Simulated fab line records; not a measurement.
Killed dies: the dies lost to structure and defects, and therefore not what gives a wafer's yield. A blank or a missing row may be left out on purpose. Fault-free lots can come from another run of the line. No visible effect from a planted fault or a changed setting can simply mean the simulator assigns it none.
fab line records -- flow gf180mcu
record lots=14, wafers=42, last-day=34
route steps=602 shown M2@362 V2@385
lots untouched by any fault: they come from a run of this same line in which no faults occurred
start-h: hours from the record's opening day to when the first of the lot's shown wafers began -- wait-h: time in hours since the lot's previous step -- " identical to the entry in the row above -- L1.1+2: several wafers, shown together as one row -- - either no value or no given start -- * or withheld: withheld -- < > ~ a bound
route shown NAME@n: NAME is a module with steps in the file, n the number in the route of the first one -- usual: mean/standard deviation of fault-free wafers -- same: alike in all rows -- chamber/n: place in a boat -- sites: each site's reading -- _std_site: standard deviation across them -- _edge_site: inner sites' mean taken away from outer sites' mean -- radius-mm: how far each site lies from the wafer's centre -- mask NAME#n: copy n -- behind: the tool/chamber that last shaped the wafer -- hold: why the lot went on hold/how many hours it stayed there/how the hold came to an end -- device: transistor that didn't switch, given as n, p or np -- end of line: the tests these same wafers got at the end of their route -- step lacking rows: just its recipe -- killed: dies that structure and defects cost at the first sort, which is not the same as the wafer's yield -- map: the dies of a wafer, with x for killed, . for not killed, _ for no die there
set.NAME: the run value of the setting; set.NAME@STEP: its run value at that earlier step -- model.NAME: the simulator's own value behind a step, which no gauge read
route steps across a sampled set of lots; one table per step, one row per wafer
services: the hour from which a tool's chamber was out of use, counted from the record's first day as start-h (under 0 if before that day), plus the number of hours and why
## steps
# step GF_M2_SPUTTER_00
# recipe material=Ti, target-thk-nm=37.5, arriving-ion-energy-ev=80, substrate-temp-c=200, chamber-pressure-pa=2, power-w=4000, time-s=150
# usual substrate-temp-c=199.99/0.16, throttle-valve-pct=30.4/1.4
lot.wafer,tool,chamber,start-h,wait-h,substrate-temp-c,throttle-valve-pct
L348.2,pvd-sputter-04,-,432.64,0.1,199.83,32.3
L348.4,pvd-sputter-04,-,432.64,0.1,199.99,27.9
L348.5,pvd-sputter-04,-,432.64,0.1,200.05,32.5
L350.2,pvd-sputter-04,-,460.36,0.2,200.02,32.3
L350.3,pvd-sputter-04,-,460.36,0.2,199.89,29.7
L350.4,pvd-sputter-04,-,460.36,0.2,199.93,32.4
L353.1,pvd-sputter-04,-,488.73,0.2,200.22,27.6
L353.2,pvd-sputter-04,-,488.73,0.2,200.24,32.5
L353.4,pvd-sputter-04,-,488.73,0.2,199.80,29.4
L354.1,pvd-sputter-02,-,489.13,0.2,200.11,29.9
L354.2,pvd-sputter-02,-,489.13,0.2,199.84,29.6
L354.3,pvd-sputter-02,-,489.13,0.2,200.11,29.6
L356.1,pvd-sputter-03,-,503.82,0.2,200.11,30.0
L356.2,pvd-sputter-03,-,503.82,0.2,200.44,29.9
L356.3,pvd-sputter-03,-,503.82,0.2,199.80,31.0
L355.1,pvd-sputter-02,-,507.34,0.1,200.37,32.2
L355.2,pvd-sputter-02,-,507.34,0.1,199.70,30.1
L355.6,pvd-sputter-02,-,507.34,0.1,200.20,32.4
L359.1,pvd-sputter-03,-,536.95,0.2,200.20,30.2
L359.5,pvd-sputter-03,-,536.95,0.2,200.06,30.9
L359.6,pvd-sputter-03,-,536.95,0.2,199.95,29.4
L361.1,pvd-sputter-03,-,546.80,0.1,200.21,29.3
L361.2,pvd-sputter-03,-,546.80,0.1,200.20,29.6
L361.6,pvd-sputter-03,-,546.80,0.1,199.93,30.7
L363.1,pvd-sputter-03,-,559.44,0.1,200.07,30.3
L363.2,pvd-sputter-03,-,559.44,0.1,200.06,29.8
L363.5,pvd-sputter-03,-,559.44,0.1,200.04,29.6
L364.1,pvd-sputter-04,-,570.95,0.1,200.05,32.1
L364.3,pvd-sputter-04,-,570.95,0.1,200.11,32.3
L364.6,pvd-sputter-04,-,570.95,0.1,199.98,27.8
L365.3,pvd-sputter-03,-,580.84,0.2,200.18,29.7
L365.5,pvd-sputter-03,-,580.84,0.2,200.12,30.9
L365.6,pvd-sputter-03,-,580.84,0.2,200.10,29.7
L366.1,pvd-sputter-04,-,586.43,0.1,199.94,32.0
L366.2,pvd-sputter-04,-,586.43,0.1,199.90,27.9
L366.5,pvd-sputter-04,-,586.43,0.1,199.49,29.9
L367.1,pvd-sputter-03,-,592.74,0.2,200.16,30.7
L367.3,pvd-sputter-03,-,592.74,0.2,200.02,29.5
L367.6,pvd-sputter-03,-,592.74,0.2,199.94,29.7
L369.1,pvd-sputter-04,-,613.35,0.2,199.70,27.6
L369.2,pvd-sputter-04,-,613.35,0.2,199.62,32.3
L369.4,pvd-sputter-04,-,613.35,0.2,200.07,29.5
# step GF_M2_RS_MEAS_05
# recipe thk-meas-gauge=four-point-probe, reads=TiN_of_M2_SPUTTER_04+Ti_of_M2_SPUTTER_03+AlCu_of_M2_SPUTTER_02+TiN_of_M2_SPUTTER_01+Ti_of_M2_SPUTTER_00
# usual M2_ALCU_RS=0.0697/0.00053
lot.wafer,tool,chamber,start-h,wait-h,M2_ALCU_RS[ohm/sq]
L348.2,film-metro-01,-,432.88,0.0,0.0698
L348.4,film-metro-01,-,432.88,0.0,0.0703
L348.5,film-metro-01,-,432.88,0.0,0.0702
L350.2,film-metro-02,-,460.60,0.0,0.0691
L350.3,film-metro-02,-,460.60,0.0,0.0697
L350.4,film-metro-02,-,460.60,0.0,0.0697
L353.1,film-metro-03,-,488.96,0.0,0.0699
L353.2,film-metro-03,-,488.96,0.0,0.0695
L353.4,film-metro-03,-,488.96,0.0,0.0691
L354.1,film-metro-03,-,489.35,0.0,0.0700
L354.2,film-metro-03,-,489.35,0.0,0.0707
L354.3,film-metro-03,-,489.35,0.0,0.0702
L356.1,film-metro-03,-,504.04,0.0,0.0693
L356.2,film-metro-03,-,504.04,0.0,0.0690
L356.3,film-metro-03,-,504.04,0.0,0.0694
L355.1,film-metro-03,-,507.56,0.0,0.0697
L355.2,film-metro-03,-,507.56,0.0,0.0695
L355.6,film-metro-03,-,507.56,0.0,0.0698
L359.1,film-metro-01,-,537.17,0.0,0.0698
L359.5,film-metro-01,-,537.17,0.0,0.0692
L359.6,film-metro-01,-,537.17,0.0,0.0700
L361.1,film-metro-03,-,547.02,0.0,0.0702
L361.2,film-metro-03,-,547.02,0.0,0.0705
L361.6,film-metro-03,-,547.02,0.0,0.0696
L363.1,film-metro-01,-,559.66,0.0,0.0687
L363.2,film-metro-01,-,559.66,0.0,0.0691
L363.5,film-metro-01,-,559.66,0.0,0.0692
L364.1,film-metro-02,-,571.17,0.0,0.0703
L364.3,film-metro-02,-,571.17,0.0,0.0709
L364.6,film-metro-02,-,571.17,0.0,0.0709
L365.3,film-metro-02,-,581.10,0.1,0.0692
L365.5,film-metro-02,-,581.10,0.1,0.0694
L365.6,film-metro-02,-,581.10,0.1,0.0692
L366.1,film-metro-02,-,586.66,0.0,0.0695
L366.2,film-metro-02,-,586.66,0.0,0.0699
L366.5,film-metro-02,-,586.66,0.0,0.0699
L367.1,film-metro-02,-,592.96,0.0,0.0698
L367.3,film-metro-02,-,592.96,0.0,0.0702
L367.6,film-metro-02,-,592.96,0.0,0.0696
L369.1,film-metro-03,-,613.57,0.0,0.0702
L369.2,film-metro-03,-,613.57,0.0,0.0701
L369.4,film-metro-03,-,613.57,0.0,0.0704
# step GF_V2_THK_MEAS_03
# recipe reads=SiO2_of_V2_CVD_02
# usual V2_CVD_02_THK=847/9.3
lot.wafer,tool,chamber,start-h,wait-h,V2_CVD_02_THK[nm]
L348.2,film-metro-03,-,458.41,0.0,843
L348.4,film-metro-03,-,458.41,0.0,855
L348.5,film-metro-03,-,458.41,0.0,858
L350.2,film-metro-03,-,485.75,0.0,843
L350.3,film-metro-03,-,485.75,0.0,855
L350.4,film-metro-03,-,485.75,0.0,861
L353.1,film-metro-03,-,513.27,0.0,836
L353.2,film-metro-03,-,513.27,0.0,830
L353.4,film-metro-03,-,513.27,0.0,857
L354.1,film-metro-03,-,514.02,0.0,835
L354.2,film-metro-03,-,514.02,0.0,835
L354.3,film-metro-03,-,514.02,0.0,832
L356.1,film-metro-04,-,528.29,0.0,830
L356.2,film-metro-04,-,528.29,0.0,839
L356.3,film-metro-04,-,528.29,0.0,837
L355.1,film-metro-01,-,532.02,0.0,850
L355.2,film-metro-01,-,532.02,0.0,846
L355.6,film-metro-01,-,532.02,0.0,865
L359.1,film-metro-01,-,560.18,0.0,842
L359.5,film-metro-01,-,560.18,0.0,860
L359.6,film-metro-01,-,560.18,0.0,869
L361.1,film-metro-01,-,570.01,0.0,851
L361.2,film-metro-01,-,570.01,0.0,851
L361.6,film-metro-01,-,570.01,0.0,875
L363.1,film-metro-03,-,582.77,0.0,829
L363.2,film-metro-03,-,582.77,0.0,834
L363.5,film-metro-03,-,582.77,0.0,854
L364.1,film-metro-01,-,593.50,0.0,845
L364.3,film-metro-01,-,593.50,0.0,835
L364.6,film-metro-01,-,593.50,0.0,845
L365.3,film-metro-01,-,603.38,0.1,847
L365.5,film-metro-01,-,603.38,0.1,848
L365.6,film-metro-01,-,603.38,0.1,863
L366.1,film-metro-01,-,608.67,0.0,833
L366.2,film-metro-01,-,608.67,0.0,842
L366.5,film-metro-01,-,608.67,0.0,850
L367.1,film-metro-01,-,615.47,0.0,846
L367.3,film-metro-01,-,615.47,0.0,848
L367.6,film-metro-01,-,615.47,0.0,851
L369.1,film-metro-04,-,635.46,0.1,838
L369.2,film-metro-04,-,635.46,0.1,835
L369.4,film-metro-04,-,635.46,0.1,853
# step GF_V2_CMP_04
# recipe material=SiO2, down-force-psi=4, platen-rpm=60, pad-velocity-m-s=0.94248
# usual edge-zone-pressure-frac=1.000/0.0053, head-pressure-psi=3.998/0.0092, motor-current-A=11.8/1, time-to-endpoint-s=79/5
lot.wafer,tool,chamber,start-h,wait-h,edge-zone-pressure-frac,head-pressure-psi,motor-current-A,time-to-endpoint-s
L348.2,cmp-01,0,458.51,0.1,0.998,3.997,13.6,75
L348.4,cmp-01,1,458.51,0.1,0.992,3.992,12.8,80
L348.5,cmp-01,3,458.51,0.1,1.001,3.999,13.2,81
L350.3,cmp-02,1,485.80,0.0,0.997,4.000,10.7,86
L350.4,cmp-02,2,485.80,0.0,1.000,4.005,12.1,89
L350.2,cmp-02,3,485.80,0.0,1.005,3.991,12.4,83
L353.2,cmp-02,3,513.38,0.1,1.007,3.988,12.5,75
L353.4,cmp-02,0,513.38,0.1,1.001,3.997,10.6,86
L353.1,cmp-02,1,513.38,0.1,0.995,3.985,10.3,78
L354.3,cmp-02,1,514.08,0.0,-,-,-,-
L354.1,cmp-02,2,514.08,0.0,-,-,-,-
L354.2,cmp-02,0,514.08,0.0,-,-,-,-
L356.3,cmp-02,2,528.35,0.0,-,-,-,-
L356.1,cmp-02,3,528.35,0.0,-,-,-,-
L356.2,cmp-02,1,528.35,0.0,-,-,-,-
L355.2,cmp-02,0,532.08,0.0,1.008,3.983,10.9,79
L355.1,cmp-02,1,532.08,0.0,0.994,3.983,9.9,84
L355.6,cmp-02,1,532.08,0.0,1.008,3.998,10.1,86
L359.1,cmp-02,2,560.24,0.1,0.996,4.014,11.5,74
L359.6,cmp-02,2,560.24,0.1,1.004,3.997,11.7,85
L359.5,cmp-02,3,560.24,0.1,0.996,3.996,11.6,81
L361.1,cmp-02,1,570.12,0.1,1.002,3.983,10.4,83
L361.2,cmp-02,3,570.12,0.1,1.005,3.994,11.8,82
L361.6,cmp-02,1,570.12,0.1,1.001,3.996,10.3,89
L363.1,cmp-01,3,582.83,0.1,1.007,3.997,12.6,75
L363.2,cmp-01,2,582.83,0.1,0.993,3.999,12.2,76
L363.5,cmp-01,0,582.83,0.1,0.997,4.008,12.5,85
L364.3,cmp-02,1,593.62,0.1,0.997,4.004,10.4,75
L364.1,cmp-02,3,593.62,0.1,1.002,4.013,12.4,79
L364.6,cmp-02,1,593.62,0.1,0.998,4.011,10.3,78
L365.3,cmp-02,1,603.52,0.1,0.992,3.998,9.5,75
L365.6,cmp-02,3,603.52,0.1,1.013,4.014,12.9,83
L365.5,cmp-02,0,603.52,0.1,0.999,3.993,10.8,74
L366.2,cmp-02,1,609.14,0.4,1.000,4.007,10.3,77
L366.1,cmp-02,3,609.14,0.4,0.999,4.000,12.5,72
L366.5,cmp-02,1,609.14,0.4,0.990,3.999,10.4,77
L367.3,cmp-02,1,615.53,0.0,1.005,3.997,10.5,78
L367.1,cmp-02,0,615.53,0.0,0.999,3.999,10.8,75
L367.6,cmp-02,1,615.53,0.0,1.006,3.979,10.1,79
L369.1,cmp-02,2,635.52,0.1,0.994,3.995,11.4,72
L369.4,cmp-02,3,635.52,0.1,0.996,3.995,12.1,79
L369.2,cmp-02,0,635.52,0.1,0.988,4.001,10.1,71
# step GF_V2_ETCH_17
# recipe chemistry=C4F8/O2/Ar, mask-material=KrF, target=SiO2, stop-on=TiN, source-w=1500, bias-w=1200, pressure-mtorr=40, c4f8-flow-sccm=withheld, O2_flow_sccm=6, Ar_flow_sccm=300, time-s=withheld, target-depth-a=6300
# usual oes-product-au=0.856/0.0048, rf-fwd-power-W=1492/4.3
lot.wafer,tool,chamber,start-h,wait-h,oes-product-au,rf-fwd-power-W
L348.2,rie-diel-02,3,-,-,0.858,1494
L348.4,rie-diel-02,1,-,-,0.858,1494
L348.5,rie-diel-02,3,-,-,0.851,1490
L350.2,rie-diel-02,3,-,-,0.852,1497
L350.3,rie-diel-02,0,-,-,0.857,1492
L350.4,rie-diel-02,2,-,-,0.849,1490
L353.1,rie-diel-03,2,-,-,0.867,1496
L353.2,rie-diel-03,0,-,-,0.858,1489
L353.4,rie-diel-03,1,-,-,0.863,1487
L354.1,rie-diel-04,1,-,-,1.603,1496
L354.2,rie-diel-04,2,-,-,1.610,1494
L354.3,rie-diel-04,3,-,-,1.615,1491
L356.1,rie-diel-03,2,-,-,1.598,1490
L356.2,rie-diel-03,1,-,-,1.615,1489
L356.3,rie-diel-03,3,-,-,1.628,1490
L355.1,rie-diel-02,3,-,-,0.856,1491
L355.2,rie-diel-02,0,-,-,0.862,1493
L355.6,rie-diel-02,0,-,-,0.859,1495
L359.1,rie-diel-03,0,-,-,0.860,1487
L359.5,rie-diel-03,2,-,-,0.854,1495
L359.6,rie-diel-03,1,-,-,0.850,1481
L361.1,rie-diel-04,0,-,-,0.861,1491
L361.2,rie-diel-04,1,-,-,0.861,1492
L361.6,rie-diel-04,1,-,-,0.860,1493
L363.1,rie-diel-04,2,-,-,0.862,1484
L363.2,rie-diel-04,0,-,-,0.848,1492
L363.5,rie-diel-04,2,-,-,0.859,1488
L364.1,rie-diel-03,0,-,-,0.853,1491
L364.3,rie-diel-03,2,-,-,0.855,1497
L364.6,rie-diel-03,2,-,-,0.854,1491
L365.3,rie-diel-02,3,-,-,0.856,1503
L365.5,rie-diel-02,1,-,-,0.861,1494
L365.6,rie-diel-02,0,-,-,0.858,1499
L366.1,rie-diel-02,0,-,-,0.849,1490
L366.2,rie-diel-02,3,-,-,0.855,1502
L366.5,rie-diel-02,1,-,-,0.857,1489
L367.1,rie-diel-02,0,-,-,0.856,1495
L367.3,rie-diel-02,1,-,-,0.857,1496
L367.6,rie-diel-02,3,-,-,0.850,1495
L369.1,rie-diel-03,3,-,-,0.861,1496
L369.2,rie-diel-03,1,-,-,0.854,1490
L369.4,rie-diel-03,3,-,-,0.848,1496
## services
tool,chamber,start-h,hours,kind
pvd-sputter-03,-,412.81,4.5,repair
pvd-sputter-04,-,423.87,2.7,repair
cmp-02,-,428.80,0.4,repair
rie-diel-02,-,454.93,0.7,repair
pvd-sputter-03,-,455.78,3.9,repair
cmp-02,-,458.44,3.1,repair
pvd-sputter-03,-,494.54,2.9,repair
rie-diel-03,0,514.56,21.5,repair
cmp-01,-,515.96,1.5,repair
rie-diel-04,-,531.99,0.4,repair
pvd-sputter-03,-,534.30,2.5,repair
cmp-02,-,537.78,8.8,pm
pvd-sputter-02,-,538.52,7.9,repair
rie-diel-04,3,548.77,1.6,repair
cmp-02,-,572.00,4.0,pm
rie-diel-04,1,574.37,8.4,repair
rie-diel-02,-,575.27,15.6,pm
cmp-01,-,576.18,1.5,repair
cmp-02,-,584.04,7.7,pm
cmp-02,-,619.13,0.9,repair
rie-diel-03,2,631.65,68.9,repair
rie-diel-02,0,644.13,5.9,repair
pvd-sputter-04,-,655.33,0.7,repair
rie-diel-02,-,655.55,1.4,repair
## key
first-sign step=GF_V2_CMP_04, reading=tool-record, direction=missing
effect step=GF_V2_ETCH_17, reading=oes-product-au, direction=up, sigmas=99+, usual=0.856, struck=1.611
met-at GF_V2_CMP_04
struck-lots L354,L356
later-rows-left-out L354.1,L354.2,L354.3,L356.1,L356.2,L356.3
sort-left-out L354.1,L354.2,L354.3,L356.1,L356.2,L356.3
not-acting-at GF_M2_SPUTTER_00,GF_M2_RS_MEAS_05,GF_V2_THK_MEAS_03
onset-between 513.38 514.08
fault kind=skipped-step-whole, tool=cmp-02, chamber=-, onset-h=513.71, steps=GF_V2_CMP_04, scope=struck-lots-only
# sort-left-out: the simulated sort isn't trusted on such a fault, so these wafers' sort isn't shown, and their yield isn't known
# later-rows-left-out: the simulator's readings of these wafers behind a module that went badly wrong aren't trusted and aren't shown, but for the sort
